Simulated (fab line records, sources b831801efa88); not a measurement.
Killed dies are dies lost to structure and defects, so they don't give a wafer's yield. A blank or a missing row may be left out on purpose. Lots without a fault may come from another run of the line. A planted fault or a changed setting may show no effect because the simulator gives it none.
A struck lot beside a sound one | flow sky130 | 18 steps out of a route of 708
Sound: wafers L116.1, L116.3, L116.5. Struck: wafers L108.1, L108.3, L108.4. The cause comes at the end.
At each step with rows: each side's tool, then ch and its chambers, then its first start. Under that, the readings that differ: sound wafers | struck wafers | difference of the means | sigmas: that difference in standard deviations of wafers without a fault.
alike: readings whose means differ by less than 2 such deviations, and words and numbers that are the same on both sides. not compared: withheld readings, readings that some wafer has no value for, bounds like >300 that may hide the same value, and numbers for which the record gives no deviation and whose values overlap.
The two part at a step that has a row with sigmas, a row that says differs or no value, or rows on one side only. Numbers that don't overlap but have no deviation are shown without sigmas and don't part them. A reading that every wafer of one side lacks parts them only if that side has two wafers or more.

first, 3 steps without rows for these wafers: SKY_SONOS_ONO_WET_ETCH_18 (etches Si3N4 in H3PO4, target depth 15 nm, time 172 s); SKY_GATE_OXIDE_CLEAN_00 (cleans in SC1/SC2, time 150 s); SKY_GATE_OXIDE_OXIDATION_01 (stabilise 600 s, purge 300 s, target thk 10.268 nm).
SKY_GATE_OXIDE_THK_MEAS_02:
  sound on film_metro-02, day 18 20:57; struck on film_metro-01, day 16 02:51
  alike: GATE_OXIDE_OXIDATION_00_THK
then, 7 steps without rows for these wafers: SKY_GATE_OXIDE_DEHYDRATE_03 (time 60 s); SKY_GATE_OXIDE_HMDS_04 (prime time 60 s); SKY_GATE_OXIDE_COAT_05 (resist thk 1140 nm); SKY_GATE_OXIDE_SOFTBAKE_06 (time 60 s); SKY_GATE_OXIDE_EXPOSE_07 (exposes mask LVOM, target cd 600 nm); SKY_GATE_OXIDE_PEB_08; SKY_GATE_OXIDE_DEVELOP_09 (develop time 60 s).
SKY_GATE_OXIDE_OVL_MEAS_10:
  sound on overlay-01, day 20 03:53; struck on overlay-01, day 17 07:26
  alike: GATE_OXIDE_OVL
SKY_GATE_OXIDE_IMPLANT_11:
  sound on implanter-02 ch 0, day 20 03:55; struck on implanter-02 ch 0, day 17 07:28
  reading                   | sound                | struck               | difference | sigmas
  beam_energy_keV           | 10.005 10.000 10.002 | 8.4658 8.4679 8.4676 | -1.5352    | -99 or more
  model.implant.rp_nm (nm)  | 33.1 33.1 33.1       | 28.26 28.26 28.26    | -4.84      |
  model.implant.drp_nm (nm) | 17.11 17.11 17.11    | 15.23 15.23 15.23    | -1.88      |
  alike: end_station_pressure_torr, faraday_current_uA
then, 1 step without rows for these wafers: SKY_GATE_OXIDE_WET_ETCH_12 (etches SiO2 in dHF, target depth 16.8 nm, time 336 s).
SKY_GATE_OXIDE_STRIP_13: strips in O2/N2.
  sound on plasma_asher-01 ch 0,1, day 20 04:11; struck on plasma_asher-01 ch 0,1, day 17 07:43
  reading                      | sound             | struck            | difference | sigmas
  strip_time_to_endpoint_s (s) | 14.28 14.30 14.31 | 14.13 14.16 14.17 | -0.14      | -3
  alike: drypump_motor_current_A, oes_product_au
  not compared: rf_hours_counter_h
SKY_GATE_OXIDE_TW_MEAS_14:
  sound on film_metro-03, day 20 04:17; struck on film_metro-01, day 17 07:49
  reading       | sound             | struck            | difference | sigmas
  GATE_OXIDE_TW | 223.7 223.0 222.3 | 218.7 217.1 218.3 | -5.0       | -4
then, 1 step without rows for these wafers: SKY_GATE_OXIDE_CLEAN_15 (cleans in SC1/SC2, time 150 s).
-- the record jumps here: 31 days lie between the struck wafers' starts before and after (it left off in module GATE_OXIDE and takes up again in module PAD_OPEN, whose first step shown is number 708 of the route) --
SKY_PAD_OPEN_PROBE_99:
  sound on prober-01, day 49 23:08; struck on prober-01, day 48 08:24
  reading                                   | sound                   | struck                  | difference | sigmas
  model.etest.pfet_01v8_lvt.drive_ua_um     | 176 176.7 177.9         | 167.6 171 170           | -7.3       |
  model.etest.pfet_01v8_lvt.off_log10_a_um  | -8.61 -8.777 -8.581     | -10.15 -10.02 -10.12    | -1.44      |
  model.etest.pfet_01v8_lvt.vt_sat_v (V)    | -0.4209 -0.4204 -0.4243 | -0.5113 -0.5093 -0.5083 | -0.0878    |
  model.etest.pfet_01v8_lvt.vt_v (V)        | -0.5176 -0.5174 -0.5207 | -0.5902 -0.5891 -0.5839 | -0.0692    |
  model.etest.pfet_01v8_lvt.vt_long_v (V)   | -0.6388 -0.6383 -0.6392 | -0.6991 -0.7017 -0.6971 | -0.0605    |
  model.etest.pfet_01v8_lvt.body_rise_v (V) | -0.2031 -0.2008 -0.1993 | -0.1906 -0.1867 -0.1898 | +0.0120    |
  model.etest.pfet_01v8.body_rise_v (V)     | -0.1847 -0.1852 -0.184  | -0.1886 -0.1858 -0.1878 | -0.0028    |
  alike: killed_at_M0_to_M3, killed_at_M4_up, killed_at_contacts, killed_at_front_end, killed_at_other, killed_dies, killed_on_rim, killed_open, killed_short
  not compared: model.etest.nfet_01v8_lvt.vt_long_v

WHERE THEY PART
First at SKY_GATE_OXIDE_IMPLANT_11; last, within this record, at SKY_GATE_OXIDE_TW_MEAS_14. Later steps at which nothing parts them and some readings are alike: SKY_PAD_OPEN_PROBE_99.

WHY: what the simulator had put in
Process parameter drift: implanter-02, from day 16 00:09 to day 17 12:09, at SKY_GATE_OXIDE_IMPLANT_11. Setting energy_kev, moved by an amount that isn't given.
